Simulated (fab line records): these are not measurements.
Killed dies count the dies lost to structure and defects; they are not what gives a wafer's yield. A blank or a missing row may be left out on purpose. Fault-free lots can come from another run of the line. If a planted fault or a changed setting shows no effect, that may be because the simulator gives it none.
fab line records	flow sky130
record: lots: 11	wafers: 33	last-day: 50
route steps=708 shown LI_CONTACT@375 CONTACT@420 METAL3@568 PAD_OPEN@708
lots with no fault: from the same line, run without faults
start-h: hours from the record's first day to the start of the lot's first wafer shown	wait-h: hours since the lot's step before	" repeats the value in the row above	L1.1+2: one row covering several wafers at once	- no value present, or no start provided	* or withheld: withheld	< > ~ a bound
route shown NAME@n: NAME is a module with steps in the file, n the number in the route of the first one	usual: mean and standard deviation over wafers with no fault	same: alike in all rows	chamber/n: place in a boat	sites: readings site by site	_std_site: standard deviation of those values	_edge_site: the outer-site mean with the inner-site mean subtracted	radius-mm: for every site, how far away it sits from the centre of the wafer	mask NAME#n: copy n	behind: the most recent tool/chamber to have shaped the wafer	hold: cause of the lot's hold/its duration in hours/its outcome	device: which transistor (n, p or np) failed to switch	end of line: at the end of the route, the tests of the same wafers	for a step that has no rows: nothing shown but its recipe	killed: count of dies lost to structure and defects at first sort (not the wafer's yield)	map: shows each die of a wafer: x if killed, . if not, _ if none is there
set.NAME: the setting the step ran with; set.NAME@STEP: the setting that earlier step ran with	model.NAME: the simulator's own value behind a step, which no gauge read
steps of the route over a sample of lots; a table a step, a row a wafer
services: the hour from which a tool's chamber was out of use, counted from the record's first day as start-h (under 0 if before that day), plus the number of hours and why
== steps ==
step: SKY_LI_CONTACT_OVL_MEAS_13
usual: LI_CONTACT_OVL: 1/4.8
lot.wafer	tool	chamber	start-h	wait-h	LI_CONTACT_OVL[nm]
L391.1	overlay-01	-	707.01	0.1	2
L391.4	"	-	"	"	3
L391.5	"	-	"	"	9
L393.2	overlay-01	-	732.32	0.1	1
L393.5	"	-	"	"	5
L393.6	"	-	"	"	-3
L395.1	overlay-01	-	735.01	0.1	0
L395.4	"	-	"	"	1
L395.5	"	-	"	"	10
L396.1	overlay-02	-	758.71	0.1	6
L396.3	"	-	"	"	-2
L396.5	"	-	"	"	-1
L398.2	overlay-01	-	772.67	0.1	3
L398.3	"	-	"	"	5
L398.4	"	-	"	"	10
L400.3	overlay-02	-	802.28	0.1	-6
L400.5	"	-	"	"	-4
L400.6	"	-	"	"	5
L406.2	overlay-01	-	809.83	0.1	4
L406.4	"	-	"	"	-4
L406.5	"	-	"	"	-9
L408.1	overlay-01	-	823.67	0.1	-2
L408.4	"	-	"	"	2
L408.5	"	-	"	"	-4
L409.1	overlay-01	-	824.67	0.1	4
L409.4	"	-	"	"	2
L409.5	"	-	"	"	2
L410.2	overlay-01	-	834.17	0.1	13
L410.4	"	-	"	"	6
L410.5	"	-	"	"	-4
L413.1	overlay-01	-	853.12	0.1	1
L413.2	"	-	"	"	-8
L413.6	"	-	"	"	3
step: SKY_LI_CONTACT_SPUTTER_20
recipe: material: TiN	target-thk-nm: 20	chamber-pressure-pa: 5	power-w: 4000	time-s: 80
usual: throttle-valve-pct: 30.0/0.69
lot.wafer	tool	chamber	start-h	wait-h	throttle-valve-pct
L391.1	pvd-sputter-01	-	707.55	0.0	30.0
L391.4	"	-	"	"	29.0
L391.5	"	-	"	"	30.2
L393.2	pvd-sputter-04	-	732.86	0.0	29.9
L393.5	"	-	"	"	30.0
L393.6	"	-	"	"	30.4
L395.1	pvd-sputter-04	-	735.55	0.0	30.5
L395.4	"	-	"	"	30.1
L395.5	"	-	"	"	29.8
L396.1	pvd-sputter-04	-	759.25	0.0	30.5
L396.3	"	-	"	"	30.2
L396.5	"	-	"	"	30.0
L398.2	pvd-sputter-03	-	773.20	0.0	29.4
L398.3	"	-	"	"	30.1
L398.4	"	-	"	"	31.0
L400.3	pvd-sputter-01	-	802.82	0.0	29.2
L400.5	"	-	"	"	30.0
L400.6	"	-	"	"	29.2
L406.2	pvd-sputter-03	-	810.37	0.0	30.4
L406.4	"	-	"	"	30.1
L406.5	"	-	"	"	31.1
L408.1	pvd-sputter-01	-	824.21	0.0	29.9
L408.4	"	-	"	"	28.5
L408.5	"	-	"	"	29.1
L409.1	pvd-sputter-01	-	825.21	0.0	29.9
L409.4	"	-	"	"	28.7
L409.5	"	-	"	"	30.2
L410.2	pvd-sputter-03	-	834.70	0.0	30.9
L410.4	"	-	"	"	30.6
L410.5	"	-	"	"	31.0
L413.1	pvd-sputter-03	-	853.66	0.0	30.7
L413.2	"	-	"	"	31.2
L413.6	"	-	"	"	31.0
step: SKY_CONTACT_CD_MEAS_14
recipe: target-cd-nm: 170
usual: cd-nm: 169.8/1.6
lot.wafer	tool	chamber	start-h	wait-h	cd-nm
L391.1	cd-sem-01	-	764.50	-	168.8
L391.4	"	-	"	"	168.5
L391.5	"	-	"	"	170.2
L393.2	cd-sem-02	-	787.32	-	168.9
L393.5	"	-	"	"	169.7
L393.6	"	-	"	"	169.5
L395.1	cd-sem-02	-	791.80	-	168.2
L395.4	"	-	"	"	166.9
L395.5	"	-	"	"	168.0
L396.1	cd-sem-01	-	814.80	-	168.2
L396.3	"	-	"	"	169.5
L396.5	"	-	"	"	167.6
L398.2	cd-sem-02	-	827.37	-	168.8
L398.3	"	-	"	"	167.6
L398.4	"	-	"	"	168.7
L400.3	cd-sem-01	-	857.19	-	170.9
L400.5	"	-	"	"	170.0
L400.6	"	-	"	"	169.1
L406.2	cd-sem-01	-	865.82	-	168.5
L406.4	"	-	"	"	169.3
L406.5	"	-	"	"	169.0
L408.1	cd-sem-01	-	878.05	-	170.3
L408.4	"	-	"	"	170.7
L408.5	"	-	"	"	169.7
L409.1	cd-sem-01	-	879.60	-	170.6
L409.4	"	-	"	"	170.1
L409.5	"	-	"	"	170.5
L410.2	cd-sem-01	-	887.87	-	169.6
L410.4	"	-	"	"	170.6
L410.5	"	-	"	"	171.2
L413.1	cd-sem-02	-	908.45	-	173.3
L413.2	"	-	"	"	172.1
L413.6	"	-	"	"	171.9
step: SKY_METAL3_METAL_ETCH_18
recipe: target-depth-a: 8450	stop-on: SiO2	over-etch-frac: 0.3	time-s: 183.1	chemistry: Cl2/BCl3	resist-sidewall-deg: 88	pressure-mtorr: 10	icp-w: 900	bias-w: 48.5	Cl2_flow_sccm: 60	bcl3-flow-sccm: 30
usual: bias-w: 48.52/0.13	drypump-motor-current-A: 5.91/0.26	oes-product-au: 0.865/0.0059	throttle-valve-pct: 22.265/0.0085
lot.wafer	tool	chamber	start-h	wait-h	bias-w	drypump-motor-current-A	oes-product-au	rf-hours-counter-h	throttle-valve-pct
L391.1	rie-metal-02	1	928.36	0.0	48.61	5.63	0.859	1.5	22.264
L391.4	"	1	"	"	48.83	5.62	0.860	-	22.248
L391.5	"	1	"	"	48.78	5.61	0.860	-	22.266
L393.2	rie-metal-04	1	948.81	0.0	48.28	5.78	0.863	5.8	22.256
L393.5	"	1	"	"	48.33	5.77	0.856	-	22.273
L393.6	"	0	"	"	48.46	5.75	0.859	-	22.253
L395.1	rie-metal-03	1	954.11	0.0	48.41	6.37	0.862	4.2	22.272
L395.4	"	1	"	"	48.68	6.37	0.869	-	22.262
L395.5	"	1	"	"	48.57	6.37	0.862	-	22.270
L396.1	rie-metal-04	1	979.15	0.0	48.51	5.77	0.863	7.3	22.263
L396.3	"	0	"	"	48.43	5.74	0.861	-	22.263
L396.5	"	1	"	"	48.54	5.78	0.860	-	22.264
L398.2	rie-metal-03	1	985.16	0.0	48.57	6.36	0.873	5.5	22.277
L398.3	"	1	"	"	48.59	6.38	0.861	-	22.251
L398.4	"	0	"	"	48.83	5.83	0.866	-	22.271
L400.3	rie-metal-02	1	1011.27	0.1	48.49	5.64	0.860	-	22.256
L400.5	"	0	"	"	48.64	6.17	0.870	-	22.258
L400.6	"	1	"	"	48.37	5.63	0.866	-	22.277
L406.2	rie-metal-04	0	1020.85	0.0	44.99	5.74	0.871	5.0	22.279
L406.4	"	1	"	"	45.01	5.80	0.862	-	22.249
L406.5	"	0	"	"	44.89	5.74	0.869	-	22.262
L408.1	rie-metal-04	1	1030.15	0.0	44.85	5.77	0.866	10.7	22.261
L408.4	"	1	"	"	44.81	5.78	0.851	-	22.274
L408.5	"	0	"	"	45.09	5.76	0.859	-	22.265
L409.1	rie-metal-03	0	1031.75	0.0	48.61	5.84	0.866	9.3	22.257
L409.4	"	1	"	"	48.47	6.40	0.869	-	22.276
L409.5	"	1	"	"	48.36	6.39	0.871	-	22.275
L410.2	rie-metal-03	1	1037.64	0.0	48.40	6.37	0.863	9.1	22.265
L410.4	"	0	"	"	48.73	5.83	0.870	-	22.274
L410.5	"	1	"	"	48.52	6.37	0.877	-	22.278
L413.1	rie-metal-03	1	1057.39	0.0	48.33	6.41	0.867	10.1	22.263
L413.2	"	0	"	"	48.67	5.86	0.863	10.9	22.270
L413.6	"	0	"	"	48.55	5.85	0.867	-	22.253
step: SKY_METAL3_STRIP_19
recipe: chemistry: O2/N2	power-w: 1400	pressure-mtorr: 1500	platen-temp-c: withheld	o2-flow-sccm: 3000	n2-flow-sccm: 300	overash-fraction: 0.5
usual: drypump-motor-current-A: 5.6/0.53	oes-product-au: 0.503/0.005	strip-time-to-endpoint-s: 6.55/0.058
lot.wafer	tool	chamber	start-h	wait-h	drypump-motor-current-A	oes-product-au	rf-hours-counter-h	strip-time-to-endpoint-s
L391.1	plasma-asher-02	0	928.71	0.3	4.8	0.503	75	6.55
L391.4	"	0	"	"	4.8	0.505	-	6.59
L391.5	"	0	"	"	4.7	0.501	-	6.60
L393.2	plasma-asher-01	1	948.98	0.1	6.2	0.505	51	6.57
L393.5	"	0	"	"	5.2	0.506	-	6.52
L393.6	"	1	"	"	6.2	0.502	-	6.59
L395.1	plasma-asher-03	0	954.28	0.1	6.2	0.493	113	6.49
L395.4	"	0	"	"	6.1	0.495	-	6.51
L395.5	"	0	"	"	6.2	0.498	-	6.39
L396.1	plasma-asher-02	1	979.33	0.1	5.9	0.497	80	6.53
L396.3	"	0	"	"	4.8	0.502	-	6.56
L396.5	"	0	"	"	4.7	0.503	-	6.56
L398.2	plasma-asher-03	1	985.33	0.1	5.6	0.492	116	6.42
L398.3	"	1	"	"	5.6	0.497	-	6.51
L398.4	"	0	"	"	6.2	0.502	-	6.53
L400.3	plasma-asher-01	0	1011.42	0.1	5.3	0.505	-	6.62
L400.5	"	1	"	"	6.2	0.503	-	6.56
L400.6	"	0	"	"	5.3	0.498	-	6.59
L406.2	plasma-asher-01	0	1021.03	0.1	5.3	0.508	58	6.81
L406.4	"	1	"	"	6.2	0.503	-	6.64
L406.5	"	1	"	"	6.2	0.511	-	6.76
L408.1	plasma-asher-03	0	1030.33	0.1	6.2	0.508	120	6.62
L408.4	"	1	"	"	5.6	0.510	-	6.68
L408.5	"	1	"	"	5.6	0.510	-	6.69
L409.1	plasma-asher-02	0	1031.93	0.1	4.8	0.506	86	6.58
L409.4	"	1	"	"	5.9	0.497	-	6.42
L409.5	"	1	"	"	5.9	0.499	-	6.52
L410.2	plasma-asher-02	1	1037.81	0.1	5.9	0.494	86	6.47
L410.4	"	1	"	"	5.8	0.509	-	6.59
L410.5	"	1	"	"	5.9	0.496	-	6.54
L413.1	plasma-asher-02	0	1057.56	0.1	4.8	0.496	88	6.43
L413.2	"	1	"	"	5.9	0.504	88	6.58
L413.6	"	0	"	"	4.8	0.499	-	6.55
step: SKY_PAD_OPEN_PROBE_99
usual: defect-limited-yield: 82.3/1.8	killed_at_M0_to_M3: 44/6.9	killed_at_M4_up: 3.3/1.7	killed-at-contacts: 24/5.5	killed-at-front-end: 16/4.5	killed-at-other: 0.2/0.46	killed-dies: 87/9.1	killed-open: 48/7.3	killed-short: 39/6.2	sort_bin_3_pad_short: 0.9/0.4	sort_bin_5_function: 10.4/1.5	sort_bin_6_memory: 6.4/1.2	sort-n-pass: 405/9.1	sort-yield-pct: 82.3/1.8
same: gross-dies: 492	killed-at-back-side: 0	sort_bin_4_leakage[%]: 0	sort_bin_8_speed[%]: 0
lot.wafer	tool	chamber	start-h	wait-h	defect-limited-yield[%]	killed_at_M0_to_M3	killed_at_M4_up	killed-at-contacts	killed-at-front-end	killed-at-other	killed-dies	killed-open	killed-short	sort_bin_3_pad_short[%]	sort_bin_5_function[%]	sort_bin_6_memory[%]	sort-n-pass	sort-yield-pct[%]
L398.3	prober-02	-	1146.25	0.2	79.3	58	4	28	12	0	102	61	41	1.2	11.2	8.3	390	79.3
killed by level:class
L398.3 VIA1:geometric-particle:open=14 LI_CONTACT:geometric-particle:open=11 VIA2:geometric-particle:open=11 CONTACT:geometric-particle:open=10 VIA1:geometric-particle:short=9 METAL2:geometric-particle:short=6 FIELD_ISO:geometric-particle:open=5 VIA3:geometric-particle:open=5
== services ==
tool	chamber	start-h	hours	kind
rie-metal-03	-	702.50	2.8	pm
rie-metal-03	0	728.97	12.9	repair
plasma-asher-03	-	732.74	14.6	pm
plasma-asher-03	-	812.74	8.1	repair
plasma-asher-02	-	818.87	38.9	pm
pvd-sputter-04	-	819.20	1.4	repair
rie-metal-03	0	822.58	-	clean
rie-metal-03	0	822.58	19.0	scheduled-down
rie-metal-03	0	822.58	19.0	vent-cycle
rie-metal-02	-	826.27	0.3	repair
plasma-asher-03	-	840.18	2.8	pm
rie-metal-03	1	853.60	-	clean
rie-metal-03	1	853.60	16.2	scheduled-down
rie-metal-03	1	853.60	16.2	vent-cycle
plasma-asher-02	-	864.68	1.4	repair
rie-metal-02	0	899.43	2.2	repair
pvd-sputter-01	-	923.36	0.9	repair
rie-metal-04	-	928.42	2.8	pm
rie-metal-02	-	959.38	1.4	pm
pvd-sputter-01	-	989.38	2.5	repair
rie-metal-04	1	1034.79	9.1	repair
rie-metal-02	0	1050.36	7.2	repair
plasma-asher-03	-	1050.78	12.1	pm
pvd-sputter-01	-	1050.80	14.9	repair
== key ==
first-sign: step: SKY_METAL3_METAL_ETCH_18	reading: bias-w	direction: down	sigmas: 27	usual: 48.52	struck: 44.94
effect: step: SKY_METAL3_STRIP_19	reading: strip-time-to-endpoint-s	direction: up	sigmas: 2.6	usual: *	struck: *
met-at SKY_METAL3_METAL_ETCH_18
struck-lots L406,L408
not-acting-at SKY_LI_CONTACT_OVL_MEAS_13,SKY_LI_CONTACT_SPUTTER_20,SKY_CONTACT_CD_MEAS_14
onset-between 979.15 1020.85
fault: kind: process-parameter-drift	tool: rie-metal-04	chamber: -	onset-h: 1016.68	steps: SKY_METAL3_METAL_ETCH_18	channel: bias-w	offset: -3.6571	shape: step	end-h: 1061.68	acts-in: these-recipes-only	stated: 48.5
